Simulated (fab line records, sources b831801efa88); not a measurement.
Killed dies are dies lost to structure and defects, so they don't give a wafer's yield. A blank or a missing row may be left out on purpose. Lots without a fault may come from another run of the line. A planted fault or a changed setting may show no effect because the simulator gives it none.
A sampling plan put to the test | flow gf180mcu | one fab line, 52 faults that these records tell of, each judged on the records of the lots that it struck
The plan is the line's own looks: the steps of the route at which a gauge or an inspection reads the wafer and doesn't change it. A look can be judged if struck wafers have a number there and the file gives its usual mean and standard deviation on fault-free wafers. Caught: at a look after the fault's first step, the mean of the struck wafers lies 4 or more of those standard deviations (sigma) from the usual mean. On the tool: the same test on the tool's own readings at the fault's steps. Another recipe on the struck wafers, or a record that is blank for them alone, also counts as caught.

THE FAULTS, as the simulator had put them in
1. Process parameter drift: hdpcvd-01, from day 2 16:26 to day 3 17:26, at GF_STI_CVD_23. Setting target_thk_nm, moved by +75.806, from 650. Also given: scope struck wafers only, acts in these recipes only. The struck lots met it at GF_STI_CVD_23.
2. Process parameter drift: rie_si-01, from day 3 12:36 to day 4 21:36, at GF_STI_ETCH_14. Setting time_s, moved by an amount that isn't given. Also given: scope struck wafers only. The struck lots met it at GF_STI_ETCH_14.
3. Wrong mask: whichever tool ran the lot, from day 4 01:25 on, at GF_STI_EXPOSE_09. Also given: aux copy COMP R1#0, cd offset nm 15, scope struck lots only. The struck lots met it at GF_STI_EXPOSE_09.
4. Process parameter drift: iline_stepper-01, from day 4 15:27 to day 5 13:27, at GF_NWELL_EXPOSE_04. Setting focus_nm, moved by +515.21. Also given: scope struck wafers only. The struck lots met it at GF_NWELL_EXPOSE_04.
5. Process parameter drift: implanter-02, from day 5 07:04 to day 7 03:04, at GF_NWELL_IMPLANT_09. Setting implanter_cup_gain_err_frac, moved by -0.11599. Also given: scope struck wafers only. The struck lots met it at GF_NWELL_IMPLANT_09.
6. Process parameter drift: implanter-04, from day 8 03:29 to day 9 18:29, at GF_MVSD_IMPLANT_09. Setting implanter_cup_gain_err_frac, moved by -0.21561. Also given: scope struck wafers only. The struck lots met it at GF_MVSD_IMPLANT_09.
7. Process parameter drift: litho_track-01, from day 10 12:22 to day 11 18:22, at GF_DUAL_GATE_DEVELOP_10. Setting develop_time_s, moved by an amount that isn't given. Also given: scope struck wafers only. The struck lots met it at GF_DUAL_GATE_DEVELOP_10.
8. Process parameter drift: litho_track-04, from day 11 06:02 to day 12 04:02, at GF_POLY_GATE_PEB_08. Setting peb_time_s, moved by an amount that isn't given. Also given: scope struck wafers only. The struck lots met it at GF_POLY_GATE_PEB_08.
9. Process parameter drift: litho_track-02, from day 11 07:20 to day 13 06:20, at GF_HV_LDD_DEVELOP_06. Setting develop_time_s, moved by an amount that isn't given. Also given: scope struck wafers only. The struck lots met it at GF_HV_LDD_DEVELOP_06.
10. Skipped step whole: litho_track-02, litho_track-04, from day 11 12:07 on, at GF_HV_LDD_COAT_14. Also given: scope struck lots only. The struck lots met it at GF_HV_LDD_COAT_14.
11. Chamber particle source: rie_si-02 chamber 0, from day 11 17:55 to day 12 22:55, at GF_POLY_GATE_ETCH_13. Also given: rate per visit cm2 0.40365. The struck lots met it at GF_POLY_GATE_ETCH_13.
12. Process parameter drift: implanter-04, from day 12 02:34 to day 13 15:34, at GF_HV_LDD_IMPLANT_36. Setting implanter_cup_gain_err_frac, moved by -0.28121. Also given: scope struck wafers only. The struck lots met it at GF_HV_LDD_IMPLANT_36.
13. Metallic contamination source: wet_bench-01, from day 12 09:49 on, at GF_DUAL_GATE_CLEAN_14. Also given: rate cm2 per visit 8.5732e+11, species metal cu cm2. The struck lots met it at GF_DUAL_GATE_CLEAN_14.
14. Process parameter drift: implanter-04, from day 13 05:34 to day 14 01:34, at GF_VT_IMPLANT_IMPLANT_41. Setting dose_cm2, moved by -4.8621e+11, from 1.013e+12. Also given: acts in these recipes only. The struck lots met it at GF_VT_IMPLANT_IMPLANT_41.
15. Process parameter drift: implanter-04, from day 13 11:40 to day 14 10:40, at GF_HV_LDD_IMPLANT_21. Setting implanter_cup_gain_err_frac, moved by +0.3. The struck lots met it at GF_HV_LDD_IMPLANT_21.
16. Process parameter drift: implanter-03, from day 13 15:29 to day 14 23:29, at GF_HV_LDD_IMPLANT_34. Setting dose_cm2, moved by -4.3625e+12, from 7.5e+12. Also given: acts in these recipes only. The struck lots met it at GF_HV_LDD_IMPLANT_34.
17. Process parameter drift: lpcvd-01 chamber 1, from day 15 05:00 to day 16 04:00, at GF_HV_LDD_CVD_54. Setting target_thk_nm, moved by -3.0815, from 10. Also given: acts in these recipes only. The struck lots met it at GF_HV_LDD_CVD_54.
18. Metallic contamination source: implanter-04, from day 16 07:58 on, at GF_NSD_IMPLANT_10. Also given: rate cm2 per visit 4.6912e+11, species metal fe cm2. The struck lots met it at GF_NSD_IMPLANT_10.
19. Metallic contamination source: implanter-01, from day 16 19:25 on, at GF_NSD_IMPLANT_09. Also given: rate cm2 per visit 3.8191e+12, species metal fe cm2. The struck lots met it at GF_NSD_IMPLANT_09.
20. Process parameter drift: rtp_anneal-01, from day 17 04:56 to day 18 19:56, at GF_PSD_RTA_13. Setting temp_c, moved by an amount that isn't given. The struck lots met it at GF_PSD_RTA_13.
21. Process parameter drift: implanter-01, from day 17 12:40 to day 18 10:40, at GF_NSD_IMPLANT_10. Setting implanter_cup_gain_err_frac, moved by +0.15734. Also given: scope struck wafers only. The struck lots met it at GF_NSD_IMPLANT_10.
22. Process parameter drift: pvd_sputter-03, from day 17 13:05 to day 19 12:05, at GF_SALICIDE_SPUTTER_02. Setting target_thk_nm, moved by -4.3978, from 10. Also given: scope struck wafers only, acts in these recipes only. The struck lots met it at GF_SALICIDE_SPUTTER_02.
23. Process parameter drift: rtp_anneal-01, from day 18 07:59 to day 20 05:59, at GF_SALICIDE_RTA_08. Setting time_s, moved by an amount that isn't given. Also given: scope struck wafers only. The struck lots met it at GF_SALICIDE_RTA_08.
24. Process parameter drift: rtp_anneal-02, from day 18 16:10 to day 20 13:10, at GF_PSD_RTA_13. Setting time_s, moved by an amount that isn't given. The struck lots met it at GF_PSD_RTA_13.
25. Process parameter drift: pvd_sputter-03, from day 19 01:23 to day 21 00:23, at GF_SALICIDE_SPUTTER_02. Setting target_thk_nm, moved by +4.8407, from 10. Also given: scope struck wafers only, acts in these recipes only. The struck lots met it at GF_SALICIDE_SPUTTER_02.
26. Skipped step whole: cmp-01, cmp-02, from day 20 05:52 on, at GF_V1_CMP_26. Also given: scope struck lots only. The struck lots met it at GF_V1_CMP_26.
27. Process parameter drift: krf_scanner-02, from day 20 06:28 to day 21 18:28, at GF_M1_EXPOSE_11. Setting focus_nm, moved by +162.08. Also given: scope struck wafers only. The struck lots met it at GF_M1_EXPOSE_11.
28. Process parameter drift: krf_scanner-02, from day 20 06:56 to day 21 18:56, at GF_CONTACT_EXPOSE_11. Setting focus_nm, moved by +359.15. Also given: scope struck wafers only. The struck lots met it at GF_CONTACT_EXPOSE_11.
29. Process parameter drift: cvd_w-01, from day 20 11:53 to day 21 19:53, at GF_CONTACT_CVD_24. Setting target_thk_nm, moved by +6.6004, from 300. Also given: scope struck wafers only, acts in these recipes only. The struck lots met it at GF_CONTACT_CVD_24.
30. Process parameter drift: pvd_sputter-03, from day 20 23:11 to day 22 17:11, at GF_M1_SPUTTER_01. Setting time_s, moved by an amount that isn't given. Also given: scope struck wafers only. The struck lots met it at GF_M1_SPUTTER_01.
31. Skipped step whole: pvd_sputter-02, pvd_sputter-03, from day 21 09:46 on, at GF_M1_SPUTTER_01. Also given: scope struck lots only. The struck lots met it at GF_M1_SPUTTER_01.
32. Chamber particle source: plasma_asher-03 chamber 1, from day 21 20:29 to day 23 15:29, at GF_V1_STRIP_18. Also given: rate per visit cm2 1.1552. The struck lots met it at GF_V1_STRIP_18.
33. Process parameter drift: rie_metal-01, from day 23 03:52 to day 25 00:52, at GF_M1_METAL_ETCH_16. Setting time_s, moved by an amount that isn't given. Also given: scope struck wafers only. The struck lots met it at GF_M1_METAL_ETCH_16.
34. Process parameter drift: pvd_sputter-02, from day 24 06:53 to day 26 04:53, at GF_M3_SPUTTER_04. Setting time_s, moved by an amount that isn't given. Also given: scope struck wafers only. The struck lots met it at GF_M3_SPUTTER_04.
35. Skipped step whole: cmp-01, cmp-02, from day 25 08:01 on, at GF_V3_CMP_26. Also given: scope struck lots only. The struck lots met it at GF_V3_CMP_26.
36. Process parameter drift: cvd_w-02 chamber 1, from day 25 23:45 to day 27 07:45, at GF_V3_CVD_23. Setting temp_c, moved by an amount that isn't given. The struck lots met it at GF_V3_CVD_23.
37. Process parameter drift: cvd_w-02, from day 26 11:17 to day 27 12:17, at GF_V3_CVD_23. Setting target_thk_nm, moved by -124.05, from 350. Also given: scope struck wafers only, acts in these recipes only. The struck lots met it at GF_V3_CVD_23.
38. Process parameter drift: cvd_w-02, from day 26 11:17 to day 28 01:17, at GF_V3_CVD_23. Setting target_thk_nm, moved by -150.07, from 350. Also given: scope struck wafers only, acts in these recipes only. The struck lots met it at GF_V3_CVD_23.
39. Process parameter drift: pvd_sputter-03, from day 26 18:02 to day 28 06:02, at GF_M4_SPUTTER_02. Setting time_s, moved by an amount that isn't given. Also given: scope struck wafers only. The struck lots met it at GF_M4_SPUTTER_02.
40. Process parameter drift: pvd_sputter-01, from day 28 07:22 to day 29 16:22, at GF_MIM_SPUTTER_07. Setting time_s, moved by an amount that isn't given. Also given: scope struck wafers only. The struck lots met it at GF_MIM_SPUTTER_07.
41. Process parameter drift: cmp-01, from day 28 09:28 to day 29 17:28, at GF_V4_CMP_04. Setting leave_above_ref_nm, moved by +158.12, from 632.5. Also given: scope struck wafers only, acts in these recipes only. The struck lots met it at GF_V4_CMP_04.
42. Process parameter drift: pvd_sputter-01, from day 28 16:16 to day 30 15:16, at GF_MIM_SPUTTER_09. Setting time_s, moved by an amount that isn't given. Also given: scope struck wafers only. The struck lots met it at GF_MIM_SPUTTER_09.
43. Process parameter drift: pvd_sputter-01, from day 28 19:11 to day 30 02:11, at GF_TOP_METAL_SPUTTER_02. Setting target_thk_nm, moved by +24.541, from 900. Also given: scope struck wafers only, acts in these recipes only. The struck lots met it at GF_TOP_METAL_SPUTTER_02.
44. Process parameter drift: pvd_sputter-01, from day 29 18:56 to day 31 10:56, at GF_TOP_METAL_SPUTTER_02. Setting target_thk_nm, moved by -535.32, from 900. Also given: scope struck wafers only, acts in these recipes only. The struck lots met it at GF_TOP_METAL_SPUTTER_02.
45. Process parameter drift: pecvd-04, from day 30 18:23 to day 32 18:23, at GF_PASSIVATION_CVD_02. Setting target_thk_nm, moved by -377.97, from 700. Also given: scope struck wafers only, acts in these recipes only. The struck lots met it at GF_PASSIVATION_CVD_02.
46. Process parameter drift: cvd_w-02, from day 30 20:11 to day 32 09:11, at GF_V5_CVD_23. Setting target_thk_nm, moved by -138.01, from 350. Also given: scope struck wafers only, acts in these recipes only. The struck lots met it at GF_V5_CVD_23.
47. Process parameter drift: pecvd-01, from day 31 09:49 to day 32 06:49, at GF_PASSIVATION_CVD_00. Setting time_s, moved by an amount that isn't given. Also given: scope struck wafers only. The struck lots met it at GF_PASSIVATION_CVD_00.
48. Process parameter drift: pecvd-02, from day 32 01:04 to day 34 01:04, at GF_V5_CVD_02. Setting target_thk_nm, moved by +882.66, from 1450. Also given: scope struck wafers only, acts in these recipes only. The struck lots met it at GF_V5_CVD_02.
49. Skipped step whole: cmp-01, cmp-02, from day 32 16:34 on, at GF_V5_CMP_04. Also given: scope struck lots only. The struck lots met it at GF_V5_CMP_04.
50. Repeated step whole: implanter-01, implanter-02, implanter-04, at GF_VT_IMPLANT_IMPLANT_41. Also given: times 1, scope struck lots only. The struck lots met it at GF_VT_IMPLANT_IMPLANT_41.
51. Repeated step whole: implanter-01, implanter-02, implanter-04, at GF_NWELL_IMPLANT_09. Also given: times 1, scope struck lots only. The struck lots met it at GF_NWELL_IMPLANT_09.
52. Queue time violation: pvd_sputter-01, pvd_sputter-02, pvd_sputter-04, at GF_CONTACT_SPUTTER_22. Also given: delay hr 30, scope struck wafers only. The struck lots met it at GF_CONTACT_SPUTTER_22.

WHAT THE PLAN SAW
fault | on the tool itself                               | first look that catches it                      | reading, sigma                                                | median hours from its first step to that look | hours from the fault's start to the first struck lot there | judged looks passed uncaught
1     | under 2 sigma                                    | GF_STI_THK_MEAS_24                              | STI_CVD_23_THK +11                                            | 0.1                                           | 3                                                          | 0
2     | run_length_s -19 sigma                           | no look after it can be judged                  | -                                                             | -                                             | -                                                          | 0
3     | under 2 sigma                                    | GF_STI_CD_MEAS_12                               | cd_nm +11                                                     | 6.5                                           | 8                                                          | 0
4     | under 2 sigma                                    | none of the 5 looks that can be judged after it | -                                                             | -                                             | -                                                          | 5
5     | beam_on_s +5.3 sigma                             | GF_VT_IMPLANT_RS_MEAS_47                        | NWELL_RS -8.1                                                 | 113.9                                         | 114                                                        | 2
6     | beam_on_s +15 sigma                              | GF_VT_IMPLANT_RS_MEAS_46                        | MVSD_RS -16                                                   | 90.3                                          | 91                                                         | 0
7     | under 2 sigma                                    | not the one look that can be judged after it    | -                                                             | -                                             | -                                                          | 1
8     | no reading that can be judged                    | GF_POLY_GATE_CD_MEAS_10                         | cd_nm -6.6                                                    | 0.4                                           | 9                                                          | 0
9     | under 2 sigma                                    | GF_HV_LDD_CD_MEAS_07                            | cd_nm +7.3                                                    | 0.1                                           | 21                                                         | 0
10    | the tool's record is blank for the struck wafers | GF_HV_LDD_TW_MEAS_38                            | HV_LDD_3_TW +17                                               | 29.6                                          | 35                                                         | 0
11    | under 2 sigma                                    | none of the 2 looks that can be judged after it | -                                                             | -                                             | -                                                          | 2
12    | beam_on_s +19 sigma                              | GF_HV_LDD_TW_MEAS_38                            | HV_LDD_3_TW +5.4                                              | 0.2                                           | 9                                                          | 0
13    | no reading that can be judged                    | no look after it can be judged                  | -                                                             | -                                             | -                                                          | 0
14    | dose_ions_cm2 -99 or beyond sigma                | GF_VT_IMPLANT_TW_MEAS_43                        | VT_IMPLANT_4_TW -24                                           | 0.2                                           | 3                                                          | 0
15    | faraday_current_uA +14 sigma                     | GF_HV_LDD_TW_MEAS_23                            | HV_LDD_2_TW -11                                               | 0.2                                           | 11                                                         | 0
16    | dose_ions_cm2 -99 or beyond sigma                | GF_HV_LDD_TW_MEAS_38                            | HV_LDD_3_TW -7.9                                              | 0.5                                           | 7                                                          | 0
17    | under 2 sigma                                    | GF_HV_LDD_THK_MEAS_55                           | HV_LDD_CVD_54_THK -21                                         | 1.0                                           | 4                                                          | 0
18    | no reading that can be judged                    | none of the 9 looks that can be judged after it | -                                                             | -                                             | -                                                          | 9
19    | under 2 sigma                                    | no look after it can be judged                  | -                                                             | -                                             | -                                                          | 0
20    | wafer_temp_C_max -21 sigma                       | GF_PSD_RS_MEAS_14                               | NSD_RS +33                                                    | 0.1                                           | 4                                                          | 0
21    | faraday_current_uA +9.5 sigma                    | GF_PSD_RS_MEAS_14                               | NSD_RS +10                                                    | 24.5                                          | 32                                                         | 1
22    | under 2 sigma                                    | GF_SALICIDE_RS_MEAS_04                          | SALICIDE_TIN_RS +30                                           | 0.1                                           | 41                                                         | 0
23    | run_length_s +94 sigma                           | no look after it can be judged                  | -                                                             | -                                             | -                                                          | 0
24    | run_length_s +65 sigma                           | GF_PSD_RS_MEAS_14                               | NSD_RS -33                                                    | 0.1                                           | 5                                                          | 0
25    | under 2 sigma                                    | GF_SALICIDE_RS_MEAS_04                          | SALICIDE_TIN_RS -15                                           | 0.1                                           | 5                                                          | 0
26    | no reading that can be judged                    | no look after it can be judged                  | -                                                             | -                                             | -                                                          | 0
27    | no reading that can be judged                    | GF_M1_CD_MEAS_14                                | cd_nm -9.0                                                    | 11.8                                          | 27                                                         | 0
28    | no reading that can be judged                    | GF_CONTACT_CD_MEAS_14                           | cd_nm -9.9                                                    | 11.5                                          | 22                                                         | 0
29    | under 2 sigma                                    | not the one look that can be judged after it    | -                                                             | -                                             | -                                                          | 1
30    | under 2 sigma                                    | none of the 9 looks that can be judged after it | -                                                             | -                                             | -                                                          | 9
31    | the tool's record is blank for the struck wafers | no look after it can be judged                  | -                                                             | -                                             | -                                                          | 0
32    | under 2 sigma                                    | none of the 2 looks that can be judged after it | -                                                             | -                                             | -                                                          | 2
33    | run_length_s +8.0 sigma                          | no look after it can be judged                  | -                                                             | -                                             | -                                                          | 0
34    | under 2 sigma                                    | none of the 7 looks that can be judged after it | -                                                             | -                                             | -                                                          | 7
35    | no reading that can be judged                    | no look after it can be judged                  | -                                                             | -                                             | -                                                          | 0
36    | susceptor_temp_C +11 sigma                       | not the one look that can be judged after it    | strongest: V3_W_THK at GF_V3_THK_MEAS_25, +2.5                | -                                             | -                                                          | 1
37    | under 2 sigma                                    | GF_V3_RS_MEAS_24                                | V3_W_RS +39                                                   | 0.1                                           | 21                                                         | 0
38    | under 2 sigma                                    | GF_V3_RS_MEAS_24                                | V3_W_RS +52                                                   | 0.1                                           | 15                                                         | 0
39    | under 2 sigma                                    | GF_M4_RS_MEAS_05                                | M4_ALCU_RS +17                                                | 0.1                                           | 9                                                          | 0
40    | under 2 sigma                                    | not the one look that can be judged after it    | -                                                             | -                                             | -                                                          | 1
41    | time_to_endpoint_s -10 sigma                     | no look after it can be judged                  | -                                                             | -                                             | -                                                          | 0
42    | under 2 sigma                                    | none of the 4 looks that can be judged after it | -                                                             | -                                             | -                                                          | 4
43    | under 2 sigma                                    | none of the 4 looks that can be judged after it | strongest: TOP_METAL_ALCU_RS at GF_TOP_METAL_RS_MEAS_05, -2.2 | -                                             | -                                                          | 4
44    | under 2 sigma                                    | GF_TOP_METAL_RS_MEAS_05                         | TOP_METAL_ALCU_RS +99 or beyond                               | 0.1                                           | 31                                                         | 0
45    | under 2 sigma                                    | GF_PASSIVATION_THK_MEAS_03                      | PASSIVATION_CVD_02_THK -39                                    | 0.3                                           | 22                                                         | 0
46    | under 2 sigma                                    | GF_V5_RS_MEAS_24                                | V5_W_RS +63                                                   | 0.1                                           | 12                                                         | 0
47    | run_length_s -31 sigma                           | GF_PASSIVATION_THK_MEAS_01                      | PASSIVATION_CVD_00_THK -12                                    | 0.1                                           | 6                                                          | 0
48    | under 2 sigma                                    | GF_V5_THK_MEAS_03                               | V5_CVD_02_THK +52                                             | 0.1                                           | 10                                                         | 0
49    | the tool's record is blank for the struck wafers | no look after it can be judged                  | -                                                             | -                                             | -                                                          | 0
50    | under 2 sigma                                    | GF_VT_IMPLANT_TW_MEAS_43                        | VT_IMPLANT_4_TW +32                                           | 0.6                                           | -                                                          | 0
51    | under 2 sigma                                    | GF_NWELL_TW_MEAS_11                             | NWELL_TW +5.7                                                 | 0.6                                           | -                                                          | 0
52    | under 2 sigma                                    | no look after it can be judged                  | -                                                             | -                                             | -                                                          | 0
A dash: the fault isn't caught, or these records don't give the number.

Caught at a look: 29 of 52. Caught on the tool: 18 of 52. By one or the other: 36 of 52.
Caught on the tool alone: faults 2, 23, 31, 33, 36, 41, 49.
Caught at a look alone: faults 1, 3, 8, 9, 17, 22, 25, 27, 28, 37, 38, 39, 44, 45, 46, 48, 50, 51.
Caught by neither: faults 4, 7, 11, 13, 18, 19, 26, 29, 30, 32, 34, 35, 40, 42, 43, 52.

THINNER SAMPLING
If the look that catches a fault measured only every second or every third lot, by lot number, the first struck lot would be measured this late in the worst case:
fault | struck lots at that look, in order of time | every lot | every second lot | every third lot
1     | L540, L542, L543                           | 3 h       | 19 h             | may miss all 3
3     | L302                                       | 8 h       | may miss it      | may miss it
5     | L113, L114, L118                           | 114 h     | 121 h            | 147 h
6     | L886, L889, L891                           | 91 h      | 126 h            | may miss all 3
8     | L768, L769, L770                           | 9 h       | 15 h             | 22 h
9     | L882, L884                                 | 21 h      | may miss all 2   | may miss all 2
10    | L391, L392                                 | 35 h      | 41 h             | may miss all 2
12    | L837, L838, L839                           | 9 h       | 21 h             | 26 h
14    | L534, L535                                 | 3 h       | 6 h              | may miss all 2
15    | L270, L271                                 | 11 h      | 19 h             | may miss all 2
16    | L223, L224, L225                           | 7 h       | 13 h             | 19 h
17    | L771                                       | 4 h       | may miss it      | may miss it
20    | L758, L760                                 | 4 h       | may miss all 2   | may miss all 2
21    | L582, L583, L584                           | 32 h      | 38 h             | 45 h
22    | L562                                       | 41 h      | may miss it      | may miss it
24    | L323, L326, L327                           | 5 h       | 29 h             | may miss all 3
25    | L252, L255                                 | 5 h       | 26 h             | may miss all 2
27    | L365, L367                                 | 27 h      | may miss all 2   | may miss all 2
28    | L687, L689                                 | 22 h      | may miss all 2   | may miss all 2
37    | L909                                       | 21 h      | may miss it      | may miss it
38    | L970, L971                                 | 15 h      | 21 h             | may miss all 2
39    | L631, L633, L634                           | 9 h       | 34 h             | may miss all 3
44    | L938                                       | 31 h      | may miss it      | may miss it
45    | L163                                       | 22 h      | may miss it      | may miss it
46    | L506, L508                                 | 12 h      | may miss all 2   | may miss all 2
47    | L526                                       | 6 h       | may miss it      | may miss it
48    | L259                                       | 10 h      | may miss it      | may miss it
Hours are from the fault's start to the first struck lot that is measured. The limit of 4 sigma was tested on all struck wafers together, so one lot alone may lie under it. Other struck lots may not be in these records.

THE LONGEST TIMED WAY FROM STEP TO LOOK
Fault 5: a median of 113.9 hours passes between GF_NWELL_IMPLANT_09 and GF_VT_IMPLANT_RS_MEAS_47. The looks between them that can be judged stayed within 4 sigma: GF_LVPWELL_TW_MEAS_11, GF_MVSD_TW_MEAS_11.
